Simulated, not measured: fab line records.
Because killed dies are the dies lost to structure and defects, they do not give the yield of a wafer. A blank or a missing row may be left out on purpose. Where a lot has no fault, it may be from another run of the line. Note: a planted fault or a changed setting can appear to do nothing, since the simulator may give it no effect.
A lot that was struck, set against a sound lot :: flow sky130 :: 19 out of 708 route steps
Sound: wafers L278.1, L278.3, L278.5. Wafers struck: L297.1, L297.3, L297.4. The cause is given at the end.
Order at every step that has rows: each side's tool, ch and its chambers, its first start. Under that, the readings that differ: sound wafers :: struck wafers :: difference of the means :: sigmas: that difference in standard deviations of wafers without a fault.
alike: same words and numbers on both sides, and readings whose means sit less than 2 such deviations apart. not compared: any withheld reading, any reading some wafer has no value for, any bound like >300 that may hide the same value, and any number with overlapping values for which the record gives no deviation.
A row with sigmas, a row that says differs or no value, or rows on one side alone: a step with any of these is where the two part. When numbers do not overlap yet have no deviation, they are printed without sigmas and do not part them. A reading that every wafer of one side lacks parts them only if that side has two wafers or more.

first, 1 step without rows for these wafers: SKY_VT_ADJUST_NCORE_DEVELOP_06 (develop time 60 s).
SKY_VT_ADJUST_NCORE_CD_MEAS_07: target cd 380 nm.
  struck on cd_sem-01, day 14 15:17; sound on cd_sem-01, day 8 22:29
  alike: cd_nm
SKY_VT_ADJUST_NCORE_OVL_MEAS_08:
  struck on overlay-02, day 14 15:25; sound on overlay-01, day 8 22:37
reading: VT_ADJUST_NCORE_OVL (nm)
sound: 4.3 3.1 3.0
struck: -0.9 0.1 0.9
difference: -3.4
sigmas: -2
following that, these wafers have no rows for 1 step: SKY_VT_ADJUST_NCORE_IMPLANT_09.
SKY_VT_ADJUST_NCORE_STRIP_10: strips in O2/N2.
  sound on plasma_asher-04 ch 1, day 8 22:48; struck on plasma_asher-01 ch 0,1, day 14 15:36
  alike: drypump_motor_current_A, oes_product_au, strip_time_to_endpoint_s
  not compared: rf_hours_counter_h
SKY_VT_ADJUST_NCORE_TW_MEAS_11:
  struck on film_metro-03, day 14 15:42; sound on film_metro-03, day 8 22:54
  alike: VT_ADJUST_NCORE_TW
then, 6 steps without rows for these wafers: SKY_VT_ADJUST_HVTR_DEHYDRATE_00 (time 60 s); SKY_VT_ADJUST_HVTR_HMDS_01 (prime time 60 s); SKY_VT_ADJUST_HVTR_COAT_02 (resist thk 1140 nm); SKY_VT_ADJUST_HVTR_SOFTBAKE_03 (time 60 s); SKY_VT_ADJUST_HVTR_EXPOSE_04 (exposes mask HVTRM, target cd 380 nm); SKY_VT_ADJUST_HVTR_PEB_05.
SKY_VT_ADJUST_HVTR_DEVELOP_06: develop time 60 s.
  sound on litho_track-03 ch 0, day 9 19:38; struck on litho_track-01 ch 0, day 15 18:38
SKY_VT_ADJUST_HVTR_CD_MEAS_07: target cd 380 nm.
  struck on cd_sem-01, day 15 18:47; sound on cd_sem-02, day 9 19:47
reading: cd_nm (nm)
sound: 375.0 376.5 374.6
struck: - - -
difference: no value on the struck wafers
sigmas: 
SKY_VT_ADJUST_HVTR_OVL_MEAS_08:
  struck on overlay-02, day 15 18:55; sound on overlay-02, day 9 19:54
reading: VT_ADJUST_HVTR_OVL (nm)
sound: -0.1 -1.4 -0.7
struck: - - -
difference: no value on the struck wafers
sigmas: 
following that, these wafers have no rows for 1 step: SKY_VT_ADJUST_HVTR_IMPLANT_09.
SKY_VT_ADJUST_HVTR_STRIP_10: strips in O2/N2.
  sound on plasma_asher-03 ch 0,1, day 9 20:05; struck on plasma_asher-02 ch 0,1, day 15 19:06
  alike: drypump_motor_current_A, oes_product_au, strip_time_to_endpoint_s
  not compared: rf_hours_counter_h
SKY_VT_ADJUST_HVTR_TW_MEAS_11:
  struck on film_metro-02, day 15 19:12; sound on film_metro-02, day 9 20:11
reading: VT_ADJUST_HVTR_TW
sound: 213.4 213.4 213.2
struck: 30.6 30.5 30.7
difference: -182.7
sigmas: -61
then, 1 step without rows for these wafers: SKY_VT_ADJUST_PCH_DEHYDRATE_00 (time 60 s).

== WHERE THEY PART ==
Last at SKY_VT_ADJUST_HVTR_TW_MEAS_11 as far as this record goes, first at SKY_VT_ADJUST_NCORE_OVL_MEAS_08.

WHY: what the simulator had put in
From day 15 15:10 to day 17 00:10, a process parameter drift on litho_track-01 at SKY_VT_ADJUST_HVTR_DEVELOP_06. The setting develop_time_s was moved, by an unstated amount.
